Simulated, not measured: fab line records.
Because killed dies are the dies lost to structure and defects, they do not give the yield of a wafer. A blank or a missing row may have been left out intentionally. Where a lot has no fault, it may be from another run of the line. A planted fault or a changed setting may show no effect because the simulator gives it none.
Which of the tools did it? -- flow gf180mcu -- 72 wafers from 24 lots sampled at 6 of the route's 602 steps

## WHAT EACH GAUGE READ, for each wafer
GF_V4_CD_MEAS_14: target cd 260 nm.
lot,measured,on,cdNm (nm)
L074,day 24 08:43,cdSem-01,261.1 261.3 260.8
L075,day 24 11:14,cdSem-01,259.3 259.4 259.3
L076,day 24 22:03,cdSem-01,258.9 260.2 260.9
L077,day 25 08:32,cdSem-01,262.2 260.8 261.9
L078,day 25 14:58,cdSem-01,261.5 261.8 260.1
L079,day 25 20:14,cdSem-02,260.5 259.6 260.1
L080,day 26 06:59,cdSem-01,259.6 260.9 260.8
L081,day 26 20:51,cdSem-01,259.8 261.0 261.1
L082,day 26 21:13,cdSem-01,260.4 260.3 261.0
L083,day 27 08:19,cdSem-02,260.7 260.3 259.7
L084,day 28 00:36,cdSem-02,260.3 259.8 260.9
L085,day 28 07:51,cdSem-02,259.6 260.8 260.5
L086,day 28 13:38,cdSem-01,260.3 260.6 260.4
L087,day 28 18:25,cdSem-01,260.3 261.1 261.6
L088,day 28 22:50,cdSem-02,259.5 260.3 260.3
L090,day 29 13:46,cdSem-02,259.1 259.1 260.0
L089,day 29 17:32,cdSem-02,261.3 260.8 261.5
L091,day 29 21:17,cdSem-02,261.1 262.6 261.4
L092,day 29 22:16,cdSem-01,259.6 258.8 259.2
L093,day 30 06:31,cdSem-01,261.8 260.8 261.3
L094,day 30 12:35,cdSem-02,260.4 260.7 261.1
L095,day 31 02:53,cdSem-01,260.4 261.1 259.3
L096,day 31 03:34,cdSem-02,261.8 261.9 262.4
L097,day 31 12:22,cdSem-02,259.5 258.9 261.2

GF_M5_CD_MEAS_07: target cd 280 nm.
lot,measured,on,cdNm (nm)
L074,day 26 05:25,cdSem-01,278.1 278.2 278.8
L075,day 26 08:08,cdSem-02,280.8 281.3 280.4
L076,day 26 18:59,cdSem-02,278.7 280.6 279.4
L077,day 27 04:37,cdSem-01,279.0 279.4 279.2
L078,day 27 11:05,cdSem-02,280.5 278.6 280.3
L079,day 27 14:45,cdSem-02,279.2 281.6 279.1
L080,day 28 00:56,cdSem-02,278.6 278.0 279.8
L081,day 28 14:35,cdSem-01,278.6 280.6 279.3
L082,day 28 15:23,cdSem-01,278.8 278.9 279.0
L083,day 29 02:11,cdSem-01,280.4 280.5 280.0
L084,day 29 17:53,cdSem-01,279.2 279.4 279.8
L085,day 29 23:45,cdSem-01,279.2 279.2 280.2
L086,day 30 05:50,cdSem-01,279.8 279.1 280.7
L087,day 30 09:23,cdSem-02,279.0 278.4 279.2
L088,day 30 14:02,cdSem-02,279.2 279.1 280.3
L090,day 31 05:02,cdSem-02,281.5 282.3 280.9
L089,day 31 07:35,cdSem-02,281.2 282.6 281.2
L091,day 31 11:11,cdSem-01,281.6 281.1 280.6
L092,day 31 11:56,cdSem-01,281.2 280.4 280.9
L093,day 31 18:58,cdSem-01,280.6 280.8 278.7
L094,day 32 01:35,cdSem-02,279.9 280.9 279.4
L095,day 32 14:31,cdSem-01,277.4 278.1 277.9
L096,day 32 15:26,cdSem-02,279.8 280.9 278.8
L097,day 33 00:23,cdSem-01,279.8 281.5 280.2

## WHAT TOOL EACH LOT RAN ON (gives the tool, then ch and the chambers of the sampled wafers, and finally the start)
lot,GF_V3_CMP_26,GF_M4_SPUTTER_04,GF_MIM_SPUTTER_02,GF_MIM_STRIP_20
L074,"cmp-01 ch 0,1, day 22 09:17","pvdSputter-02, day 22 09:46","pvdSputter-01, day 24 10:35","plasmaAsher-01 ch 0,1, day 25 07:57"
L075,"cmp-01 ch 0,1,3, day 22 12:53","pvdSputter-01, day 22 13:19","pvdSputter-02, day 24 12:59","plasmaAsher-01 ch 0,1, day 25 10:09"
L076,"cmp-01 ch 1,2,3, day 22 23:48","pvdSputter-02, day 23 00:17","pvdSputter-03, day 24 23:58","plasmaAsher-02 ch 0,1, day 25 22:16"
L077,"cmp-01 ch 0,2,3, day 23 09:33","pvdSputter-01, day 23 09:59","pvdSputter-01, day 25 10:19","plasmaAsher-01 ch 0,1, day 26 08:04"
L078,"cmp-01 ch 0,2,3, day 23 17:17","pvdSputter-02, day 23 17:40","pvdSputter-03, day 25 16:34","plasmaAsher-03 ch 0,1, day 26 14:03"
L079,"cmp-02 ch 0,1,2, day 24 00:36","pvdSputter-01, day 24 01:05","pvdSputter-01, day 25 21:52","plasmaAsher-03 ch 0,1, day 26 18:28"
L080,"cmp-01 ch 1,2,3, day 24 11:48","pvdSputter-04, day 24 12:11","pvdSputter-01, day 26 08:40","plasmaAsher-02 ch 1, day 27 04:52"
L081,"cmp-01 ch 1,2, day 25 00:23","pvdSputter-04, day 25 00:52","pvdSputter-01, day 26 22:29","plasmaAsher-01 ch 0, day 27 18:43"
L082,"cmp-02 ch 0,2,3, day 25 00:47","pvdSputter-02, day 25 01:16","pvdSputter-01, day 26 22:49","plasmaAsher-01 ch 0,1, day 27 19:39"
L083,"cmp-02 ch 0,1,2, day 25 12:51","pvdSputter-02, day 25 13:20","pvdSputter-02, day 27 09:58","plasmaAsher-02 ch 1, day 28 06:00"
L084,"cmp-01 ch 0,1,2, day 26 06:22","pvdSputter-04, day 26 06:48","pvdSputter-02, day 28 02:16","plasmaAsher-01 ch 0,1, day 28 22:15"
L085,"cmp-01 ch 1,2,3, day 26 14:07","pvdSputter-01, day 26 14:35","pvdSputter-03, day 28 09:31","plasmaAsher-03 ch 0,1, day 29 04:55"
L086,"cmp-01 ch 0,3, day 26 19:17","pvdSputter-02, day 26 19:46","pvdSputter-03, day 28 15:18","plasmaAsher-03 ch 0,1, day 29 10:39"
L087,"cmp-02 ch 0,3, day 27 00:54","pvdSputter-04, day 27 01:20","pvdSputter-02, day 28 20:03","plasmaAsher-03 ch 0,1, day 29 15:06"
L088,"cmp-02 ch 0,1,3, day 27 05:35","pvdSputter-02, day 27 05:55","pvdSputter-02, day 29 00:28","plasmaAsher-03 ch 0,1, day 29 19:48"
L090,"cmp-02 ch 1,2, day 27 20:47","pvdSputter-02, day 27 21:16","pvdSputter-01, day 29 15:43","plasmaAsher-01 ch 0,1, day 30 10:49"
L089,"cmp-01 ch 0,1, day 28 01:25","pvdSputter-04, day 28 01:52","pvdSputter-03, day 29 19:11","plasmaAsher-03 ch 0,1, day 30 13:45"
L091,"cmp-02 ch 1,2,3, day 28 05:36","pvdSputter-04, day 28 06:05","pvdSputter-03, day 29 22:55","plasmaAsher-01 ch 0,1, day 30 17:23"
L092,"cmp-01 ch 0,1, day 28 06:29","pvdSputter-02, day 28 06:58","pvdSputter-03, day 29 23:52","plasmaAsher-03 ch 0,1, day 30 17:43"
L093,"cmp-01 ch 1,2,3, day 28 14:19","pvdSputter-01, day 28 14:47","pvdSputter-03, day 30 08:08","plasmaAsher-01 ch 0,1, day 31 01:40"
L094,"cmp-01 ch 0,2,3, day 28 21:38","pvdSputter-04, day 28 22:04","pvdSputter-03, day 30 14:23","plasmaAsher-01 ch 0,1, day 31 08:22"
L095,"cmp-02 ch 0,1,2, day 29 13:01","pvdSputter-02, day 29 13:30","pvdSputter-01, day 31 04:33","plasmaAsher-03 ch 0,1, day 31 21:03"
L096,"cmp-01 ch 1,3, day 29 13:07","pvdSputter-01, day 29 13:36","pvdSputter-01, day 31 05:15","plasmaAsher-01 ch 0,1, day 31 21:58"
L097,"cmp-02 ch 1,3, day 29 22:20","pvdSputter-04, day 29 22:49","pvdSputter-01, day 31 14:46","plasmaAsher-02 ch 0,1, day 32 07:59"
- GF_V3_CMP_26: polishes, stops on SiO2, t overpolish 15 s, target thk 0 nm.
- GF_M4_SPUTTER_04: material TiN, target thk 50 nm, time 41.7 s.
- GF_MIM_SPUTTER_02: material AlCu, target thk 450 nm, time 23.9 s.
- GF_MIM_STRIP_20: strips in O2/N2.

## AS READ BY THE TOOLS THEMSELVES (means over the sampled wafers that have a number; for cases with no such wafer, the mark the record gives instead)
GF_V3_CMP_26.
lot,tool,edgeZonePressureFrac,motorCurrentA (A),overpolishRunS (s),timeToEndpointS (s)
L074,cmp-01,1.002,10.3,15.002,81
L075,cmp-01,1.000,10.2,15.000,81
L076,cmp-01,0.999,11.1,15.001,87
L077,cmp-01,0.996,10.5,14.995,87
L078,cmp-01,1.001,11.0,14.994,89
L079,cmp-02,1.002,10.6,15.009,86
L080,cmp-01,0.995,11.1,14.990,82
L081,cmp-01,1.007,11.2,15.002,92
L082,cmp-02,1.003,11.2,14.998,85
L083,cmp-02,1.000,11.0,15.009,86
L084,cmp-01,1.000,10.7,15.001,87
L085,cmp-01,0.998,11.0,15.002,89
L086,cmp-01,1.006,9.8,15.008,82
L087,cmp-02,1.000,11.3,15.002,85
L088,cmp-02,0.995,11.2,15.009,88
L090,cmp-02,0.996,10.3,14.995,91
L089,cmp-01,0.997,9.9,15.010,81
L091,cmp-02,0.995,11.1,15.000,90
L092,cmp-01,1.007,10.5,15.002,85
L093,cmp-01,1.006,11.0,14.999,90
L094,cmp-01,0.993,10.6,15.006,92
L095,cmp-02,1.010,10.8,15.003,84
L096,cmp-01,1.000,10.9,15.003,85
L097,cmp-02,1.000,10.7,15.009,89

GF_M4_SPUTTER_04.
lot,tool,throttleValvePct (%)
L074,pvdSputter-02,30.6
L075,pvdSputter-01,29.2
L076,pvdSputter-02,30.1
L077,pvdSputter-01,28.7
L078,pvdSputter-02,29.7
L079,pvdSputter-01,29.2
L080,pvdSputter-04,30.0
L081,pvdSputter-04,30.2
L082,pvdSputter-02,30.2
L083,pvdSputter-02,30.0
L084,pvdSputter-04,30.0
L085,pvdSputter-01,28.6
L086,pvdSputter-02,30.5
L087,pvdSputter-04,29.7
L088,pvdSputter-02,30.9
L090,pvdSputter-02,31.0
L089,pvdSputter-04,30.4
L091,pvdSputter-04,30.0
L092,pvdSputter-02,29.6
L093,pvdSputter-01,29.0
L094,pvdSputter-04,30.3
L095,pvdSputter-02,30.7
L096,pvdSputter-01,29.2
L097,pvdSputter-04,30.0

GF_MIM_SPUTTER_02.
lot,tool,throttleValvePct (%)
L074,pvdSputter-01,28.2
L075,pvdSputter-02,30.5
L076,pvdSputter-03,30.6
L077,pvdSputter-01,29.3
L078,pvdSputter-03,29.9
L079,pvdSputter-01,29.2
L080,pvdSputter-01,29.5
L081,pvdSputter-01,28.4
L082,pvdSputter-01,27.9
L083,pvdSputter-02,30.1
L084,pvdSputter-02,30.5
L085,pvdSputter-03,31.0
L086,pvdSputter-03,31.7
L087,pvdSputter-02,30.5
L088,pvdSputter-02,30.4
L090,pvdSputter-01,28.8
L089,pvdSputter-03,30.1
L091,pvdSputter-03,30.6
L092,pvdSputter-03,30.3
L093,pvdSputter-03,29.1
L094,pvdSputter-03,30.6
L095,pvdSputter-01,28.3
L096,pvdSputter-01,29.4
L097,pvdSputter-01,29.7

GF_MIM_STRIP_20.
lot,tool,drypumpMotorCurrentA (A),heaterPowerW (W),oesProductAu (a.u.),platenTempC (C),stripTimeToEndpointS (s)
L074,plasmaAsher-01,5.6,336,0.688,249.86,11.23
L075,plasmaAsher-01,5.1,353,0.692,249.95,11.19
L076,plasmaAsher-02,5.4,344,0.688,250.12,11.21
L077,plasmaAsher-01,5.6,339,0.692,249.93,11.18
L078,plasmaAsher-03,6.1,313,0.689,249.98,11.19
L079,plasmaAsher-03,5.8,298,0.692,250.05,11.20
L080,plasmaAsher-02,5.7,363,0.686,250.10,11.16
L081,plasmaAsher-01,4.7,356,0.688,249.90,11.11
L082,plasmaAsher-01,5.1,351,0.691,250.03,11.20
L083,plasmaAsher-02,5.7,366,0.685,249.93,11.14
L084,plasmaAsher-01,5.1,348,0.690,250.08,11.13
L085,plasmaAsher-03,6.1,321,0.692,250.14,11.18
L086,plasmaAsher-03,5.8,298,0.694,249.86,11.18
L087,plasmaAsher-03,6.1,312,0.691,249.94,11.23
L088,plasmaAsher-03,6.1,310,0.688,249.63,11.18
L090,plasmaAsher-01,5.1,355,0.697,249.94,11.25
L089,plasmaAsher-03,6.0,317,0.687,249.91,11.18
L091,plasmaAsher-01,5.1,349,0.689,250.02,11.19
L092,plasmaAsher-03,5.8,293,0.692,249.90,11.22
L093,plasmaAsher-01,5.1,354,0.688,249.98,11.22
L094,plasmaAsher-01,5.1,347,0.690,250.07,11.18
L095,plasmaAsher-03,6.1,315,0.693,249.80,11.22
L096,plasmaAsher-01,5.6,339,0.693,250.17,11.15
L097,plasmaAsher-02,5.5,342,0.691,250.02,11.22

## THE ANSWER, worked out from the rows above alone
Rule: what is usual is taken from the lots themselves. Put in order of their means at a reading, lots are off if they are a third of the lots or fewer, leave a main group of 4 or more, and stand apart from it by a gap of 3 or more times the standard deviation of the main group's means; of several such gaps the widest counts. If all means in a main group match to the digits the tables above print for the reading, that group is not used. Also off: a lot with no number at a reading for which 4 or more lots have one. Any other lot the step has rows for is counted as sound. After the gauges, taken in route order, come the tools' own readings; for these a lot's mean is taken, as printed above. At the first step where some lot is off, the reading lying furthest off is the one used; lots without a number count as furthest.
No lot is off on any of the readings shown, so nothing can be concluded from this.

## WHAT HAD BEEN PUT IN BY THE SIMULATOR
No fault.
